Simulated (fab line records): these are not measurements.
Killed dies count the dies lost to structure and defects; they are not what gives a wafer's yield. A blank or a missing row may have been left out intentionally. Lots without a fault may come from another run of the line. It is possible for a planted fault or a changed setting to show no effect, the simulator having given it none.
fab line records	flow sky130	part 1 of 2: steps 1 to 29 of 40
[record] lots = 5	wafers = 15	lastDay = 49
route steps=708 shown METAL3@570 VIA3@573 METAL4@598 CAP2M@603
lots untouched by any fault: they come from a run of this same line in which no faults occurred
startH: start of the lot's first displayed wafer, in hours after the record's first day	waitH: hours since the lot's step before	" as in the row above	L1.1+2: several wafers, shown together as one row	- no value, or no start was given	* or withheld: withheld	< > ~ a bound
route shown NAME@n: NAME is a module with steps in the file, n the number in the route of the first one	usual: mean and standard deviation over wafers with no fault	same: alike in all rows	chamber/n: place in a boat	sites: readings site by site	_std_site: their standard deviation	_edge_site: the outer-site mean with the inner-site mean subtracted	radiusMm: for every site, how far away it sits from the centre of the wafer	mask NAME#n: copy n	behind: tool/chamber where the wafer was last shaped	hold: why the lot was held/for how many hours/how that ended	device: the n, p or np transistor that did not switch	end of line: the route-end tests of the same wafers	for a step that has no rows: nothing shown but its recipe	killed: not the wafer's yield, but the dies lost to structure and defects at the first sort	map: dies across one wafer; x = killed, . = not, _ = none there
set.NAME: the setting that was run; set.NAME@STEP: the one run at that earlier step	model.NAME: the simulator's own value behind a step, which no gauge read
lots at some steps of the route; a table a step, a row a wafer
services: from which hour (startH, from the record's first day; less than 0 if before it) a tool's chamber was out of use, for how many hours, and why
[[steps]]
[step SKY_METAL3_STRIP_20]
[recipe] chemistry = postEtchResidueRemover	timeS = 1200	tempC = 72.5
[usual] tempC = 72.52/0.12
lot.wafer	tool	chamber	startH	waitH	tempC
L080.1	wetBench-04	0	945.19	0.1	72.51
L080.4	"	0	"	"	72.34
L080.5	"	0	"	"	72.21
L087.2	wetBench-01	3	994.10	0.1	72.64
L087.3	"	3	"	"	72.44
L087.4	"	3	"	"	72.67
L090.2	wetBench-01	3	1007.24	0.1	72.65
L090.4	"	3	"	"	72.56
L090.6	"	3	"	"	72.61
L093.1	wetBench-01	2	1030.36	0.1	72.60
L093.3	"	2	"	"	72.40
L093.4	"	2	"	"	72.33
L095.3	wetBench-02	0	1046.31	0.0	72.64
L095.4	"	0	"	"	72.62
L095.5	"	0	"	"	72.46
[step SKY_METAL3_CLEAN_21]
[recipe] chemistry = IPA	timeS = 180	tempC = 25
[usual] tempC = 25.01/0.11
lot.wafer	tool	chamber	startH	waitH	tempC
L080.1	wetBench-01	0	945.53	0.0	25.01
L080.4	"	0	"	"	25.04
L080.5	"	0	"	"	24.98
L087.2	wetBench-02	1	994.44	0.0	25.08
L087.3	"	1	"	"	25.04
L087.4	"	1	"	"	25.16
L090.2	wetBench-02	0	1007.58	0.0	25.01
L090.4	"	0	"	"	24.94
L090.6	"	0	"	"	24.90
L093.1	wetBench-04	1	1031.04	0.0	24.83
L093.3	"	1	"	"	24.67
L093.4	"	1	"	"	24.99
L095.3	wetBench-02	0	1046.65	0.0	25.04
L095.4	"	0	"	"	24.94
L095.5	"	0	"	"	24.88
[step SKY_METAL3_CLEAN_22]
[recipe] chemistry = O3/DIW	dry = n2Spin
lot.wafer	tool	chamber	startH	waitH
L080.1+4+5	wetBench-04	2	945.59	0.0
L087.2+3+4	wetBench-01	0	994.50	0.0
L090.2+4+6	wetBench-04	0	1007.64	0.0
L093.1+3+4	wetBench-01	1	1031.16	0.0
L095.3+4+5	wetBench-02	0	1046.71	0.0
[step SKY_VIA3_HDPCVD_00]
[recipe] material = SiO2	targetThkNm = 1635	sigmaOpenFrac = 0.3	timeS = 283.6	tempC = 400	sih4FlowSccm = 60	pressureMtorr = 6
lot.wafer	tool	chamber	startH	waitH
L080.1+4+5	hdpcvd-02	2,2,0	945.68	0.0
L087.2+3+4	hdpcvd-02	1,0,0	994.59	0.0
L090.2+4+6	hdpcvd-01	0,1,0	1007.73	0.0
L093.1+3+4	hdpcvd-01	0,1,1	1031.34	0.0
L095.3+4+5	hdpcvd-02	0,0,1	1046.80	0.0
[step SKY_VIA3_THK_MEAS_01]
[recipe] reads = SiO2_of_VIA3_HDPCVD_00
[usual] VIA3_HDPCVD_THK = 1701/16
lot.wafer	tool	chamber	startH	waitH	VIA3_HDPCVD_THK[nm]
L080.1	filmMetro-04	-	945.85	0.1	1717
L080.4	"	-	"	"	1706
L080.5	"	-	"	"	1688
L087.2	filmMetro-04	-	994.77	0.1	1669
L087.3	"	-	"	"	1691
L087.4	"	-	"	"	1687
L090.2	filmMetro-01	-	1007.91	0.1	1719
L090.4	"	-	"	"	1706
L090.6	"	-	"	"	1716
L093.1	filmMetro-02	-	1031.51	0.1	1720
L093.3	"	-	"	"	1708
L093.4	"	-	"	"	1706
L095.3	filmMetro-04	-	1046.99	0.1	1675
L095.4	"	-	"	"	1688
L095.5	"	-	"	"	1672
[step SKY_VIA3_CMP_02]
[recipe] material = SiO2	downForcePsi = 4	platenRpm = 60	padVelocityMS = 0.94248
[usual] motorCurrentA = 12.4/1.3	platenRpm = 60.00/0.044
lot.wafer	tool	chamber	startH	waitH	motorCurrentA	platenRpm
L080.1	cmp-01	3	945.96	0.1	11.2	60.02
L080.4	"	1	"	"	13.7	59.99
L080.5	"	3	"	"	10.5	60.04
L087.3	cmp-01	2	994.82	0.0	11.0	59.96
L087.4	"	3	"	"	11.4	59.99
L087.2	"	0	"	"	14.5	59.98
L090.2	cmp-01	2	1008.06	0.1	11.5	59.96
L090.4	"	3	"	"	11.2	59.91
L090.6	"	0	"	"	14.0	60.02
L093.1	cmp-02	3	1031.62	0.1	10.9	60.06
L093.4	"	0	"	"	11.7	59.97
L093.3	"	1	"	"	13.5	59.99
L095.3	cmp-01	1	1047.13	0.1	12.8	59.97
L095.4	"	2	"	"	10.7	59.98
L095.5	"	0	"	"	14.2	59.94
[step SKY_VIA3_BOW_MEAS_03]
[recipe] mode = bow
[usual] VIA3_BOW = 80/8.5
lot.wafer	tool	chamber	startH	waitH	VIA3_BOW[um]
L080.1	filmMetro-02	-	946.21	0.2	75
L080.4	"	-	"	"	80
L080.5	"	-	"	"	75
L087.2	filmMetro-02	-	995.14	0.2	81
L087.3	"	-	"	"	82
L087.4	"	-	"	"	81
L090.2	filmMetro-04	-	1008.28	0.2	89
L090.4	"	-	"	"	84
L090.6	"	-	"	"	88
L093.1	filmMetro-04	-	1031.87	0.2	82
L093.3	"	-	"	"	87
L093.4	"	-	"	"	86
L095.3	filmMetro-01	-	1047.37	0.2	91
L095.4	"	-	"	"	90
L095.5	"	-	"	"	83
[step SKY_VIA3_DEHYDRATE_04]
[recipe] tempC = 200	timeS = 60
lot.wafer	tool	chamber	startH	waitH
L080.1+4+5	lithoTrack-02	0	956.87	10.6
L087.2+3+4	lithoTrack-01	0	1005.05	9.9
L090.2+4+6	lithoTrack-03	0	1019.86	11.6
L093.1+3+4	lithoTrack-02	0	1043.47	11.6
L095.3+4+5	lithoTrack-01	0	1056.87	9.5
[step SKY_VIA3_HMDS_05]
[recipe] primeTimeS = 60	primeTempC = 120
lot.wafer	tool	chamber	startH	waitH
L080.1+4+5	lithoTrack-02	0	957.02	0.1
L087.2+3+4	lithoTrack-01	0	1005.20	0.1
L090.2+4+6	lithoTrack-03	0	1020.01	0.1
L093.1+3+4	lithoTrack-02	0	1043.62	0.1
L095.3+4+5	lithoTrack-01	0	1057.02	0.1
[step SKY_VIA3_COAT_06]
[recipe] resist = BARC	tempC = withheld	timeS = withheld	spinRpm = 3000	resistThkNm = 60
lot.wafer	tool	chamber	startH	waitH
L080.1+4+5	lithoTrack-02	0	957.17	0.1
L087.2+3+4	lithoTrack-01	0	1005.35	0.1
L090.2+4+6	lithoTrack-03	0	1020.16	0.1
L093.1+3+4	lithoTrack-02	0	1043.77	0.1
L095.3+4+5	lithoTrack-01	0	1057.17	0.1
[step SKY_VIA3_COAT_07]
[recipe] resist = KrF-thick	spinRpm = 3000	resistThkNm = 450
lot.wafer	tool	chamber	startH	waitH
L080.1+4+5	lithoTrack-02	0	-	-
L087.2+3+4	lithoTrack-01	0	-	-
L090.2+4+6	lithoTrack-03	0	-	-
L093.1+3+4	lithoTrack-02	0	-	-
L095.3+4+5	lithoTrack-01	0	-	-
[step SKY_VIA3_SOFTBAKE_08]
[recipe] tempC = 100	timeS = 90	resist = KrF-thick
lot.wafer	tool	chamber	startH	waitH
L080.1+4+5	lithoTrack-02	0	-	-
L087.2+3+4	lithoTrack-01	0	-	-
L090.2+4+6	lithoTrack-03	0	-	-
L093.1+3+4	lithoTrack-02	0	-	-
L095.3+4+5	lithoTrack-01	0	-	-
[step SKY_VIA3_EXPOSE_09]
[recipe] maskId = VIM3	na = 0.8	sourceShape = annular	sigmaInner = 0.55	sigmaOuter = 0.85	targetCdNm = 200	doseMj = 38
lot.wafer	tool	chamber	startH	waitH	mask
L080.1+4+5	krfScanner-02	0	-	-	VIM3#0
L087.2+3+4	krfScanner-02	0	-	-	VIM3#0
L090.2+4+6	krfScanner-02	0	-	-	VIM3#0
L093.1+3+4	krfScanner-01	0	-	-	VIM3#0
L095.3+4+5	krfScanner-02	0	-	-	VIM3#0
[step SKY_VIA3_PEB_10]
[recipe] pebTempC = withheld	pebTimeS = withheld	resist = KrF-thick
lot.wafer	tool	chamber	startH	waitH
L080.1+4+5	lithoTrack-02	0	-	-
L087.2+3+4	lithoTrack-03	0	-	-
L090.2+4+6	lithoTrack-03	0	-	-
L093.1+3+4	lithoTrack-03	0	-	-
L095.3+4+5	lithoTrack-02	0	-	-
[step SKY_VIA3_DEVELOP_11]
[recipe] developTimeS = 60	resist = KrF-thick	devTempC = 21
lot.wafer	tool	chamber	startH	waitH
L080.1+4+5	lithoTrack-02	0	-	-
L087.2+3+4	lithoTrack-03	0	-	-
L090.2+4+6	lithoTrack-03	0	-	-
L093.1+3+4	lithoTrack-03	0	-	-
L095.3+4+5	lithoTrack-02	0	-	-
[step SKY_VIA3_CD_MEAS_12]
[recipe] targetCdNm = 200
[usual] cdNm = 200.1/1.5
lot.wafer	tool	chamber	startH	waitH	cdNm
L080.1	cdSem-01	-	970.32	-	198.3
L080.4	"	-	"	"	197.5
L080.5	"	-	"	"	197.9
L087.2	cdSem-01	-	1017.95	-	202.3
L087.3	"	-	"	"	202.2
L087.4	"	-	"	"	202.9
L090.2	cdSem-01	-	1031.25	-	200.4
L090.4	"	-	"	"	201.0
L090.6	"	-	"	"	200.7
L093.1	cdSem-01	-	1055.08	-	200.4
L093.3	"	-	"	"	201.2
L093.4	"	-	"	"	200.8
L095.3	cdSem-01	-	1068.31	-	202.1
L095.4	"	-	"	"	201.0
L095.5	"	-	"	"	202.8
[step SKY_VIA3_OVL_MEAS_13]
[usual] VIA3_OVL = -4/4.9
lot.wafer	tool	chamber	startH	waitH	VIA3_OVL[nm]
L080.1	overlay-01	-	970.44	0.1	-1
L080.4	"	-	"	"	-2
L080.5	"	-	"	"	-5
L087.2	overlay-01	-	1018.06	0.1	-1
L087.3	"	-	"	"	8
L087.4	"	-	"	"	-2
L090.2	overlay-02	-	1031.36	0.1	-1
L090.4	"	-	"	"	-4
L090.6	"	-	"	"	1
L093.1	overlay-01	-	1055.20	0.1	-9
L093.3	"	-	"	"	-3
L093.4	"	-	"	"	-7
L095.3	overlay-01	-	1068.40	0.1	-9
L095.4	"	-	"	"	2
L095.5	"	-	"	"	-9
[step SKY_VIA3_ETCH_14]
[recipe] chemistry = N2/H2	target = BARC	ionEnergyEv = 200	sourceW = 500	biasW = 100	pressureMtorr = 30	n2FlowSccm = 100	h2FlowSccm = 200	stopOn = SiO2	timeS = 45.9	targetDepthA = 600
[usual] drypumpMotorCurrentA = 5.9/0.3	oesProductAu = 0.855/0.0053	throttleValvePct = 13.225/0.0085
lot.wafer	tool	chamber	startH	waitH	drypumpMotorCurrentA	oesProductAu	rfHoursCounterH	throttleValvePct
L080.1	rieDiel-04	1	970.47	0.0	5.7	0.859	10	13.243
L080.4	"	0	"	"	6.1	0.849	-	13.226
L080.5	"	2	"	"	5.7	0.849	-	13.223
L087.2	rieDiel-03	3	1018.09	0.0	6.3	0.848	13	13.226
L087.3	"	0	"	"	5.8	0.864	16	13.226
L087.4	"	1	"	"	5.8	0.852	8	13.234
L090.2	rieDiel-04	1	1031.39	0.0	5.7	0.846	13	13.227
L090.4	"	3	"	"	5.1	0.845	20	13.225
L090.6	"	0	"	"	6.1	0.858	-	13.237
L093.1	rieDiel-04	0	1055.24	0.0	6.1	0.856	24	13.236
L093.3	"	2	"	"	5.6	0.855	20	13.215
L093.4	"	3	"	"	5.1	0.856	21	13.219
L095.3	rieDiel-04	2	1068.42	0.0	5.7	0.853	21	13.209
L095.4	"	1	"	"	5.8	0.851	-	13.229
L095.5	"	3	"	"	5.1	0.850	-	13.236
[step SKY_VIA3_ETCH_15]
[recipe] target = SiO2	chemistry = C4F8/O2/Ar	targetDepthNm = 507	stopOn = TiN	maskMaterial = KrF-thick	sourceW = 1500	biasW = 1200	pressureMtorr = 40	c4f8FlowSccm = withheld	O2_flow_sccm = 6	Ar_flow_sccm = 300	timeS = 78
[usual] oesProductAu = 0.945/0.0045
lot.wafer	tool	chamber	startH	waitH	oesProductAu	rfHoursCounterH
L080.1	rieDiel-04	1	970.51	0.0	0.948	10
L080.4	"	0	"	"	0.946	-
L080.5	"	2	"	"	0.948	-
L087.2	rieDiel-03	3	1018.13	0.0	0.948	13
L087.3	"	0	"	"	0.950	16
L087.4	"	1	"	"	0.945	8
L090.2	rieDiel-04	1	1031.43	0.0	0.943	13
L090.4	"	3	"	"	0.943	20
L090.6	"	0	"	"	0.946	-
L093.1	rieDiel-04	0	1055.28	0.0	0.945	24
L093.3	"	2	"	"	0.953	20
L093.4	"	3	"	"	0.944	21
L095.3	rieDiel-04	2	1068.47	0.0	0.944	21
L095.4	"	1	"	"	0.946	-
L095.5	"	3	"	"	0.950	-
[step SKY_VIA3_STRIP_16]
[recipe] chemistry = O2/N2	powerW = 1400	pressureMtorr = 1500	platenTempC = withheld	o2FlowSccm = 3000	n2FlowSccm = 300	overashFraction = 0.5
[usual] drypumpMotorCurrentA = 5.8/0.46	oesProductAu = 0.403/0.0051	stripTimeToEndpointS = 4.146/0.025
lot.wafer	tool	chamber	startH	waitH	drypumpMotorCurrentA	oesProductAu	rfHoursCounterH	stripTimeToEndpointS
L080.1	plasmaAsher-03	1	970.57	0.0	5.9	0.405	111	4.147
L080.4	"	0	"	"	6.0	0.408	-	4.167
L080.5	"	0	"	"	6.0	0.405	-	4.173
L087.2	plasmaAsher-03	1	1018.19	0.0	5.9	0.413	116	4.145
L087.3	"	1	"	"	5.9	0.406	-	4.139
L087.4	"	0	"	"	6.0	0.408	-	4.123
L090.2	plasmaAsher-02	1	1031.49	0.0	6.5	0.411	29	4.110
L090.4	"	1	"	"	6.5	0.399	-	4.111
L090.6	"	0	"	"	5.2	0.407	-	4.131
L093.1	plasmaAsher-01	0	1055.34	0.0	5.7	0.413	89	4.160
L093.3	"	0	"	"	5.6	0.408	-	4.185
L093.4	"	1	"	"	5.4	0.393	-	4.124
L095.3	plasmaAsher-02	0	1068.56	0.1	5.2	0.408	-	4.155
L095.4	"	1	"	"	6.5	0.408	-	4.127
L095.5	"	1	"	"	6.5	0.402	-	4.117
[step SKY_VIA3_STRIP_17]
[recipe] chemistry = postEtchResidueRemover	timeS = 1200	tempC = 72.5
[usual] tempC = 72.48/0.13
lot.wafer	tool	chamber	startH	waitH	tempC
L080.1	wetBench-04	1	970.67	0.1	72.46
L080.4	"	1	"	"	72.57
L080.5	"	1	"	"	72.55
L087.2	wetBench-01	2	1018.29	0.1	72.57
L087.3	"	2	"	"	72.54
L087.4	"	2	"	"	72.51
L090.2	wetBench-04	1	1031.59	0.1	72.60
L090.4	"	1	"	"	72.59
L090.6	"	1	"	"	72.53
L093.1	wetBench-03	2	1055.46	0.1	72.47
L093.3	"	2	"	"	72.71
L093.4	"	2	"	"	72.65
L095.3	wetBench-04	0	1068.63	0.0	72.35
L095.4	"	0	"	"	72.47
L095.5	"	0	"	"	72.42
[step SKY_VIA3_CLEAN_18]
[recipe] chemistry = IPA	timeS = 180	tempC = 25
[usual] tempC = 24.99/0.11
lot.wafer	tool	chamber	startH	waitH	tempC
L080.1	wetBench-04	3	971.02	0.0	24.86
L080.4	"	3	"	"	24.82
L080.5	"	3	"	"	24.89
L087.2	wetBench-04	1	1018.66	0.0	25.00
L087.3	"	1	"	"	25.09
L087.4	"	1	"	"	25.01
L090.2	wetBench-03	3	1032.28	0.0	24.93
L090.4	"	3	"	"	24.96
L090.6	"	3	"	"	25.03
L093.1	wetBench-04	3	1055.80	0.0	24.90
L093.3	"	3	"	"	24.77
L093.4	"	3	"	"	25.05
L095.3	wetBench-03	1	1068.97	0.0	24.93
L095.4	"	1	"	"	24.78
L095.5	"	1	"	"	24.74
[step SKY_VIA3_CLEAN_19]
[recipe] chemistry = O3/DIW	dry = n2Spin
lot.wafer	tool	chamber	startH	waitH
L080.1+4+5	wetBench-03	2	971.07	0.0
L087.2+3+4	wetBench-03	1	1018.73	0.0
L090.2+4+6	wetBench-01	0	1032.33	0.0
L093.1+3+4	wetBench-03	2	1055.86	0.0
L095.3+4+5	wetBench-01	3	1069.03	0.0
[step SKY_VIA3_SPUTTER_20]
[recipe] material = TiN	targetThkNm = 20	chamberPressurePa = 5	powerW = 4000	timeS = 80
[usual] throttleValvePct = 30.3/0.79
lot.wafer	tool	chamber	startH	waitH	throttleValvePct
L080.1	pvdSputter-03	-	971.17	0.0	29.8
L080.4	"	-	"	"	29.9
L080.5	"	-	"	"	31.5
L087.2	pvdSputter-02	-	1018.82	0.0	30.3
L087.3	"	-	"	"	30.8
L087.4	"	-	"	"	29.7
L090.2	pvdSputter-01	-	1032.52	0.0	30.2
L090.4	"	-	"	"	28.9
L090.6	"	-	"	"	30.5
L093.1	pvdSputter-03	-	1055.95	0.0	31.3
L093.3	"	-	"	"	31.7
L093.4	"	-	"	"	29.7
L095.3	pvdSputter-02	-	1069.13	0.0	29.6
L095.4	"	-	"	"	29.6
L095.5	"	-	"	"	29.5
[step SKY_VIA3_CVD_21]
[recipe] material = W	targetThkNm = 390	timeS = 117.31	tempC = 400	pressureTorr = 40
[usual] heaterPowerW = 784/56
lot.wafer	tool	chamber	startH	waitH	heaterPowerW
L080.1	cvdW-01	1	971.23	0.0	669
L080.4	"	1	"	"	668
L080.5	"	1	"	"	662
L087.2	cvdW-02	0	1018.88	0.0	754
L087.3	"	1	"	"	806
L087.4	"	0	"	"	784
L090.2	cvdW-02	0	1032.58	0.0	765
L090.4	"	1	"	"	817
L090.6	"	1	"	"	839
L093.1	cvdW-01	0	1056.01	0.0	854
L093.3	"	1	"	"	694
L093.4	"	0	"	"	823
L095.3	cvdW-02	0	1069.23	0.1	780
L095.4	"	1	"	"	824
L095.5	"	1	"	"	841
[step SKY_VIA3_RS_MEAS_22]
[recipe] thkMeasGauge = four-point-probe	reads = W_of_VIA3_CVD_21+TiN_of_VIA3_SPUTTER_20
[usual] VIA3_W_RS = 0.290/0.0036
lot.wafer	tool	chamber	startH	waitH	VIA3_W_RS[ohm/sq]
L080.1	filmMetro-02	-	971.35	0.1	0.289
L080.4	"	-	"	"	0.285
L080.5	"	-	"	"	0.288
L087.2	filmMetro-01	-	1019.02	0.1	0.292
L087.3	"	-	"	"	0.291
L087.4	"	-	"	"	0.290
L090.2	filmMetro-04	-	1032.72	0.1	0.293
L090.4	"	-	"	"	0.290
L090.6	"	-	"	"	0.290
L093.1	filmMetro-04	-	1056.29	0.2	0.286
L093.3	"	-	"	"	0.284
L093.4	"	-	"	"	0.289
L095.3	filmMetro-02	-	1069.35	0.1	0.294
L095.4	"	-	"	"	0.291
L095.5	"	-	"	"	0.291
[step SKY_VIA3_THK_MEAS_23]
[recipe] thkMeasGauge = xrf	reads = W_of_VIA3_CVD_21
[usual] VIA3_W_THK = 397/7.2
lot.wafer	tool	chamber	startH	waitH	VIA3_W_THK[nm]
L080.1	filmMetro-02	-	971.47	0.1	396
L080.4	"	-	"	"	400
L080.5	"	-	"	"	396
L087.2	filmMetro-01	-	1019.13	0.1	398
L087.3	"	-	"	"	400
L087.4	"	-	"	"	402
L090.2	filmMetro-04	-	1032.83	0.1	400
L090.4	"	-	"	"	406
L090.6	"	-	"	"	404
L093.1	filmMetro-04	-	1056.41	0.1	397
L093.3	"	-	"	"	400
L093.4	"	-	"	"	396
L095.3	filmMetro-02	-	1069.45	0.1	389
L095.4	"	-	"	"	396
L095.5	"	-	"	"	395
[step SKY_VIA3_CMP_24]
[recipe] stopOn = SiO2	tOverpolishS = 20	downForcePsi = 3.5	platenRpm = 60	targetThkNm = 0	padVelocityMS = 0.94248
[usual] motorCurrentA = 11.4/1.2	overpolishRunS = 19.999/0.0088	platenRpm = 60.00/0.045	timeToEndpointS = 96/3.3
lot.wafer	tool	chamber	startH	waitH	motorCurrentA	overpolishRunS	platenRpm	timeToEndpointS
L080.4	cmp-01	2	971.74	0.2	9.9	20.001	59.99	99
L080.1	"	3	"	"	10.2	20.007	59.97	96
L080.5	"	1	"	"	11.7	20.000	60.06	96
L087.2	cmp-01	0	1019.18	0.0	12.8	20.003	59.96	95
L087.3	"	1	"	"	12.3	20.007	59.94	94
L087.4	"	2	"	"	9.8	20.001	60.04	93
L090.2	cmp-02	2	1032.88	0.0	12.2	20.000	60.04	99
L090.4	"	1	"	"	12.8	20.006	59.99	97
L090.6	"	2	"	"	12.0	20.003	59.92	97
L093.4	cmp-02	2	1056.78	0.3	12.5	19.996	60.11	97
L093.1	"	3	"	"	10.7	19.989	60.00	100
L093.3	"	0	"	"	10.9	20.007	60.00	95
L095.3	cmp-01	2	1069.59	0.1	9.9	20.004	59.97	88
L095.4	"	3	"	"	10.0	19.988	60.00	93
L095.5	"	0	"	"	13.0	19.996	60.01	92
[step SKY_METAL4_SPUTTER_00]
[recipe] material = Ti	targetThkNm = 15	powerW = 3000	timeS = 10	chamberPressurePa = 0.4
[usual] throttleValvePct = 30.2/1.2
lot.wafer	tool	chamber	startH	waitH	throttleValvePct
L080.1	pvdSputter-04	-	971.99	0.1	30.9
L080.4	"	-	"	"	29.7
L080.5	"	-	"	"	31.3
L087.2	pvdSputter-04	-	1019.48	0.2	29.8
L087.3	"	-	"	"	31.2
L087.4	"	-	"	"	30.7
L090.2	pvdSputter-02	-	1033.18	0.2	29.1
L090.4	"	-	"	"	30.2
L090.6	"	-	"	"	30.0
L093.1	pvdSputter-04	-	1057.03	0.1	29.7
L093.3	"	-	"	"	27.2
L093.4	"	-	"	"	31.2
L095.3	pvdSputter-04	-	1069.79	0.1	30.4
L095.4	"	-	"	"	27.2
L095.5	"	-	"	"	27.7
